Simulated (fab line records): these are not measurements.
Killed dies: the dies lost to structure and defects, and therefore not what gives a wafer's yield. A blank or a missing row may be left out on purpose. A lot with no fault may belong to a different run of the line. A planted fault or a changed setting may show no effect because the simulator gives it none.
Check for tools in common :: flow gf180mcu :: 13 lots and 39 wafers in the sample

## REASON IT WAS OPENED
At GF_SAB_CD_MEAS_09 the reading cd-nm is flagged on 2 of 13 lots. Wafers without a fault read 419.9 nm, standard deviation 2.2.
Rule: a lot gets a flag if all its wafers with a number sit over 4 standard deviations from that mean, or if no wafer of it has a number. As for the other lots, they are considered sound.

lot: L717
measured: day 15 10:22
on: cd-sem-02
cd-nm (nm), wafer by wafer: 416.8 418.2 420.2
flag: 

lot: L718
measured: day 15 17:47
on: cd-sem-02
cd-nm (nm), wafer by wafer: 420.1 419.3 420.1
flag: 

lot: L719
measured: day 16 02:01
on: cd-sem-01
cd-nm (nm), wafer by wafer: 419.4 418.2 419.6
flag: 

lot: L720
measured: day 16 05:46
on: cd-sem-02
cd-nm (nm), wafer by wafer: 421.0 421.5 422.2
flag: 

lot: L721
measured: day 16 19:08
on: cd-sem-02
cd-nm (nm), wafer by wafer: 420.0 419.8 418.2
flag: 

lot: L725
measured: day 18 01:26
on: cd-sem-02
cd-nm (nm), wafer by wafer: 425.0 427.8 423.4
flag: 

lot: L726
measured: day 18 07:11
on: cd-sem-01
cd-nm (nm), wafer by wafer: 419.1 418.5 418.4
flag: 

lot: L727
measured: day 18 20:11
on: cd-sem-02
cd-nm (nm), wafer by wafer: 420.5 422.0 421.8
flag: 

lot: L730
measured: day 19 21:06
on: cd-sem-01
cd-nm (nm), wafer by wafer: 438.7 437.9 439.7
flag: FLAGGED

lot: L735
measured: day 21 15:29
on: cd-sem-02
cd-nm (nm), wafer by wafer: 437.3 432.9 434.9
flag: FLAGGED

lot: L737
measured: day 22 04:08
on: cd-sem-02
cd-nm (nm), wafer by wafer: 421.7 420.6 422.8
flag: 

lot: L738
measured: day 22 13:27
on: cd-sem-01
cd-nm (nm), wafer by wafer: 419.5 420.3 420.1
flag: 

lot: L740
measured: day 23 12:21
on: cd-sem-01
cd-nm (nm), wafer by wafer: 419.1 420.3 421.1
flag: 
The mean of the flagged lots' numbers is 436.9 nm, +17.0 nm from the usual (+8 standard deviations).

## WHICH TOOL EACH LOT WENT THROUGH
The record holds 2 process steps before the reading, out of a route of 602 steps. Every cell lists first the tool, next ch and the chambers used by the sampled wafers, and last the start.
lot: L717
flag: 
GF_HV_LDD_STRIP_49: plasma-asher-04 ch 0,1, day 12 15:53
GF_SAB_EXPOSE_06: iline-stepper-01 ch 0, day 14 23:31

lot: L718
flag: 
GF_HV_LDD_STRIP_49: plasma-asher-01 ch 0,1, day 12 22:38
GF_SAB_EXPOSE_06: iline-stepper-02 ch 0, day 15 07:21

lot: L719
flag: 
GF_HV_LDD_STRIP_49: plasma-asher-04 ch 0, day 13 06:41
GF_SAB_EXPOSE_06: iline-stepper-02 ch 0, day 15 15:19

lot: L720
flag: 
GF_HV_LDD_STRIP_49: plasma-asher-03 ch 0,1, day 13 10:43
GF_SAB_EXPOSE_06: iline-stepper-02 ch 0, day 15 18:58

lot: L721
flag: 
GF_HV_LDD_STRIP_49: plasma-asher-03 ch 0,1, day 13 21:41
GF_SAB_EXPOSE_06: iline-stepper-01 ch 0, day 16 08:25

lot: L725
flag: 
GF_HV_LDD_STRIP_49: plasma-asher-04 ch 0,1, day 15 01:59
GF_SAB_EXPOSE_06: iline-stepper-01 ch 0, day 17 14:18

lot: L726
flag: 
GF_HV_LDD_STRIP_49: plasma-asher-04 ch 0,1, day 15 06:53
GF_SAB_EXPOSE_06: iline-stepper-01 ch 0, day 17 20:02

lot: L727
flag: 
GF_HV_LDD_STRIP_49: plasma-asher-03 ch 0,1, day 15 18:59
GF_SAB_EXPOSE_06: iline-stepper-01 ch 0, day 18 08:15

lot: L730
flag: FLAGGED
GF_HV_LDD_STRIP_49: plasma-asher-01 ch 0,1, day 16 17:35
GF_SAB_EXPOSE_06: iline-stepper-01 ch 0, day 19 08:50

lot: L735
flag: FLAGGED
GF_HV_LDD_STRIP_49: plasma-asher-01 ch 0,1, day 18 10:50
GF_SAB_EXPOSE_06: iline-stepper-01 ch 0, day 21 03:55

lot: L737
flag: 
GF_HV_LDD_STRIP_49: plasma-asher-01 ch 0,1, day 19 00:20
GF_SAB_EXPOSE_06: iline-stepper-02 ch 0, day 21 16:50

lot: L738
flag: 
GF_HV_LDD_STRIP_49: plasma-asher-04 ch 0,1, day 19 09:30
GF_SAB_EXPOSE_06: iline-stepper-02 ch 0, day 22 02:06

lot: L740
flag: 
GF_HV_LDD_STRIP_49: plasma-asher-01 ch 0,1, day 20 09:44
GF_SAB_EXPOSE_06: iline-stepper-02 ch 0, day 23 01:26
What these steps do:
- GF_HV_LDD_STRIP_49: strips in O2/N2.
- GF_SAB_EXPOSE_06: exposes mask SAB, target cd 420 nm.
- GF_SAB_CD_MEAS_09: target cd 420 nm.

## FLAGGED OVER TOTAL, TOOL BY TOOL (the gauges that took the reading come last)
step: GF_HV_LDD_STRIP_49
tool: plasma-asher-01
lots run: 5
flagged: 2
share of the flagged lots: all
sound lots run after its first flagged lot: 2 (L737,L740)

step: GF_HV_LDD_STRIP_49
tool: plasma-asher-03
lots run: 3
flagged: 0
share of the flagged lots: none
sound lots run after its first flagged lot: -

step: GF_HV_LDD_STRIP_49
tool: plasma-asher-04
lots run: 5
flagged: 0
share of the flagged lots: none
sound lots run after its first flagged lot: -

step: GF_SAB_EXPOSE_06
tool: iline-stepper-01
lots run: 7
flagged: 2
share of the flagged lots: all
sound lots run after its first flagged lot: 0

step: GF_SAB_EXPOSE_06
tool: iline-stepper-02
lots run: 6
flagged: 0
share of the flagged lots: none
sound lots run after its first flagged lot: -

step: GF_SAB_CD_MEAS_09
tool: cd-sem-01
lots run: 5
flagged: 1
share of the flagged lots: some
sound lots run after its first flagged lot: 2 (L738,L740)

step: GF_SAB_CD_MEAS_09
tool: cd-sem-02
lots run: 8
flagged: 1
share of the flagged lots: some
sound lots run after its first flagged lot: 1 (L737)

## WHAT THE TABLE PERMITS
Every flagged lot went through 2 rows of the table: plasma-asher-01 at GF_HV_LDD_STRIP_49 and iline-stepper-01 at GF_SAB_EXPOSE_06.
- plasma-asher-01 at GF_HV_LDD_STRIP_49: 2 of its 5 lots flagged. Lots that were sound ran on it after the first flagged one (L737, L740); a persistent fault on the entire tool would not allow that.
- iline-stepper-01 at GF_SAB_EXPOSE_06: 2 of its 7 lots flagged. It ran its last sound lot, L727, at day 18 08:15 and its first flagged lot, L730, at day 19 08:50: a fault with its onset between the two fits. Its own readings (exposure-dose-mJ-cm2) fall more than 4 standard deviations out on all wafers of the flagged lots.
What remains is a single tool, iline-stepper-01 at GF_SAB_EXPOSE_06.

## WHAT THE SIMULATOR PUT IN
Process parameters drifting: iline-stepper-01 at GF_SAB_EXPOSE_06, beginning at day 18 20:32. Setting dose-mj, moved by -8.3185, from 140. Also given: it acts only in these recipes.
Shown lots that were struck: L730, L735. The rule above reached the same finding.
